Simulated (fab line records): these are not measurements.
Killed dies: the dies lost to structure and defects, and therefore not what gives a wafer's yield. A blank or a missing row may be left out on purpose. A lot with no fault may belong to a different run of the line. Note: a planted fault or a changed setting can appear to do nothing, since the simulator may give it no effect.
Which tool did it?	flow gf180mcu	30 wafers from 10 lots sampled at 5 of the route's 602 steps

== WHAT THE GAUGES SHOWED, per wafer ==
GF_DNWELL_TW_MEAS_09.
lot	measured	on	DNWELL_TW
L826	day 2 19:49	film-metro-04	1343 1345 1350
L827	day 3 00:25	film-metro-02	1332 1335 1334
L828	day 3 04:17	film-metro-01	1367 1372 1371
L829	day 3 10:58	film-metro-04	1351 1345 1345
L830	day 3 14:34	film-metro-02	1333 1336 1336
L831	day 3 21:58	film-metro-01	1362 1354 1369
L834	day 4 11:46	film-metro-01	1369 1363 1362
L838	day 5 09:38	film-metro-01	2563 2563 2567
L839	day 5 13:56	film-metro-01	2565 2572 2574
L840	day 5 19:10	film-metro-04	2537 2522 2544

GF_PSD_OVL_MEAS_08.
lot	measured	on	PSD_OVL (nm)
L826	day 14 06:23	overlay-02	0.4 2.4 0.2
L827	day 14 15:35	overlay-01	-1.5 -2.7 -2.1
L828	day 14 19:41	overlay-01	-1.9 -2.0 0.3
L829	day 15 06:29	overlay-02	0.1 0.7 -1.7
L830	day 15 11:41	overlay-02	-1.0 -1.5 -3.1
L831	day 16 00:50	overlay-01	0.0 0.2 1.1
L834	day 17 01:56	overlay-01	-1.6 -1.6 -1.5
L838	day 18 14:23	overlay-01	-0.2 0.3 0.0
L839	day 18 17:56	overlay-01	2.3 2.5 1.0
L840	day 19 05:10	overlay-02	-1.6 0.2 -3.2

GF_CONTACT_CD_MEAS_14 targets a cd of 220 nm.
lot	measured	on	cd-nm (nm)
L826	day 16 04:22	cd-sem-02	220.0 221.0 220.1
L827	day 16 14:53	cd-sem-01	220.0 220.1 222.1
L828	day 16 19:28	cd-sem-01	223.1 221.6 222.5
L829	day 17 06:40	cd-sem-01	218.2 218.7 218.2
L830	day 17 11:25	cd-sem-01	221.5 219.6 219.5
L831	day 18 01:01	cd-sem-02	219.9 219.1 219.1
L834	day 19 04:19	cd-sem-02	220.0 220.2 219.9
L838	day 20 16:58	cd-sem-02	220.0 219.7 221.0
L839	day 20 20:16	cd-sem-02	220.8 221.6 220.6
L840	day 21 07:13	cd-sem-01	219.8 218.6 219.8

== TOOL THAT RAN EACH LOT (tool first, then ch and the chambers of the sampled wafers, then the start) ==
lot	GF_DNWELL_IMPLANT_07	GF_HV_LDD_STRIP_37
L826	implanter-03 ch 0, day 2 19:34	plasma-asher-01 ch 0,1, day 11 15:43
L827	implanter-03 ch 0, day 3 00:10	plasma-asher-01 ch 0,1, day 11 21:17
L828	implanter-01 ch 0, day 3 04:02	plasma-asher-02 ch 0,1, day 12 02:14
L829	implanter-04 ch 0, day 3 10:43	plasma-asher-01 ch 0,1, day 12 12:44
L830	implanter-01 ch 0, day 3 14:20	plasma-asher-01 ch 0,1, day 12 16:39
L831	implanter-03 ch 0, day 3 21:43	plasma-asher-01 ch 0,1, day 13 04:25
L834	implanter-03 ch 0, day 4 11:32	plasma-asher-02 ch 0,1, day 14 03:28
L838	implanter-03 ch 0, day 5 09:23	plasma-asher-01 ch 0,1, day 15 12:41
L839	implanter-01 ch 0, day 5 13:41	plasma-asher-01 ch 0,1, day 15 15:35
L840	implanter-03 ch 0, day 5 18:53	plasma-asher-04 ch 0,1, day 16 02:40
- GF_DNWELL_IMPLANT_07
- GF_HV_LDD_STRIP_37: strips in O2/N2.

== WHAT THE TOOLS THEMSELVES READ (means of the sampled wafers that have a number; where no wafer has one, the mark that the record gives instead) ==
GF_HV_LDD_STRIP_37.
lot	tool	drypump-motor-current-A (A)	heater-power-w (W)	oes-product-au (a.u.)	platen-temp-c (C)	strip-time-to-endpoint-s (s)
L826	plasma-asher-01	5.9	315	0.721	249.97	12.63
L827	plasma-asher-01	5.9	312	0.720	250.05	12.57
L828	plasma-asher-02	6.0	279	0.714	249.80	12.62
L829	plasma-asher-01	5.8	316	0.714	250.13	12.62
L830	plasma-asher-01	5.9	318	0.710	249.89	12.61
L831	plasma-asher-01	5.4	309	0.716	250.10	12.60
L834	plasma-asher-02	6.0	283	0.719	250.01	12.62
L838	plasma-asher-01	5.4	316	0.718	250.09	12.58
L839	plasma-asher-01	5.4	310	0.720	249.87	12.61
L840	plasma-asher-04	5.0	277	0.714	250.03	12.62

== THE ANSWER, worked out from the rows above alone ==
Rule: usual is defined by the lots themselves. Put in order of their means at a reading, lots are off if they are a third of the lots or fewer, leave a main group of 4 or more, and stand apart from it by a gap of 3 or more times the standard deviation of the main group's means; of several such gaps the widest counts. A main group whose means are all the same, to the digits that the tables above print for the reading, isn't used. Also off: a lot with no number at a reading for which 4 or more lots have one. The other lots that the step has rows for count as sound. The gauges are gone through in route order, then the tools' own readings, and for those a lot's mean is taken as printed above. At the first step where some lot is off, the reading lying furthest off is the one used; lots without a number count as furthest.
Off: L838, L839, L840, seen at GF_DNWELL_TW_MEAS_09 (DNWELL_TW). Mean 1351 and standard deviation 13 in the main group.
A tool fits if, at a process step before that reading, it ran every lot that is off, and no sound lot after the first of them. Gauges at GF_DNWELL_TW_MEAS_09: tried the same way as those tools. None of those tried fits.

== WHAT HAD BEEN PUT IN BY THE SIMULATOR ==
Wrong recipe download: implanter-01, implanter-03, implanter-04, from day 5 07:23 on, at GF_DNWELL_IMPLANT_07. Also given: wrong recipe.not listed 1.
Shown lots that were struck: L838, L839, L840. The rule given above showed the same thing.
